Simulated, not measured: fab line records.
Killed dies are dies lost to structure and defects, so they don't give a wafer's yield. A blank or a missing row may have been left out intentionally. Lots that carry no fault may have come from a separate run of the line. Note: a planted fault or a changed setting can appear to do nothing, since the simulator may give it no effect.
Which of the tools did it? || flow sky130 || 18 wafers from 6 lots sampled at 2 of the route's 708 steps

== WHAT THE GAUGES SHOWED, per wafer ==
SKY_NWELL_TW_MEAS_26.
{"lot": "L485", "measured": "day 5 19:50", "on": "film_metro-02", "NWELL_2_TW": "501.2 497.1 499.8"}
{"lot": "L489", "measured": "day 6 20:56", "on": "film_metro-01", "NWELL_2_TW": "499.6 493.3 500.4"}
{"lot": "L491", "measured": "day 7 05:44", "on": "film_metro-01", "NWELL_2_TW": "497.2 498.6 502.1"}
{"lot": "L494", "measured": "day 8 01:26", "on": "film_metro-03", "NWELL_2_TW": "499.7 496.5 497.9"}
{"lot": "L502", "measured": "day 10 02:54", "on": "film_metro-02", "NWELL_2_TW": "622.0 622.1 619.3"}
{"lot": "L506", "measured": "day 11 03:08", "on": "film_metro-03", "NWELL_2_TW": "497.9 498.0 499.7"}

== WHAT TOOL EACH LOT RAN ON (gives the tool, then ch and the chambers of the sampled wafers, and finally the start) ==
{"lot": "L485", "SKY_NWELL_IMPLANT_24": "implanter-03 ch 0, day 5 19:35"}
{"lot": "L489", "SKY_NWELL_IMPLANT_24": "implanter-03 ch 0, day 6 20:41"}
{"lot": "L491", "SKY_NWELL_IMPLANT_24": "implanter-02 ch 0, day 7 05:31"}
{"lot": "L494", "SKY_NWELL_IMPLANT_24": "implanter-02 ch 0, day 8 01:11"}
{"lot": "L502", "SKY_NWELL_IMPLANT_24": "implanter-04 ch 0, day 10 02:21"}
{"lot": "L506", "SKY_NWELL_IMPLANT_24": "implanter-03 ch 0, day 11 02:54"}
- SKY_NWELL_IMPLANT_24

== THE ANSWER, worked out from the rows above alone ==
Rule: what is usual is taken from the lots themselves. The widest of any qualifying gaps counts: lots, ordered by their means at a reading, are off when they make up no more than a third of the lots, leave a main group of 4 or more, and stand apart from it by 3 or more times the standard deviation of that group's means. The tables above print the reading to a certain number of digits; a main group whose means all agree to those digits is not used. A lot without any number at a reading at which 4 lots or more have one is off too. Any other lot the step has rows for is counted as sound.
Off: at SKY_NWELL_TW_MEAS_26 (NWELL_2_TW), L502. For the main group the mean is 498.6 and the standard deviation 0.65.
A tool fits if, at a process step before that reading, it ran every lot that is off, and no sound lot after the first of them. Gauges at SKY_NWELL_TW_MEAS_26: tried the same way as those tools. Undecided on this evidence; 2 tools fit (implanter-04 at SKY_NWELL_IMPLANT_24, film_metro-02 at SKY_NWELL_TW_MEAS_26).

== WHAT THE SIMULATOR HAD INSERTED ==
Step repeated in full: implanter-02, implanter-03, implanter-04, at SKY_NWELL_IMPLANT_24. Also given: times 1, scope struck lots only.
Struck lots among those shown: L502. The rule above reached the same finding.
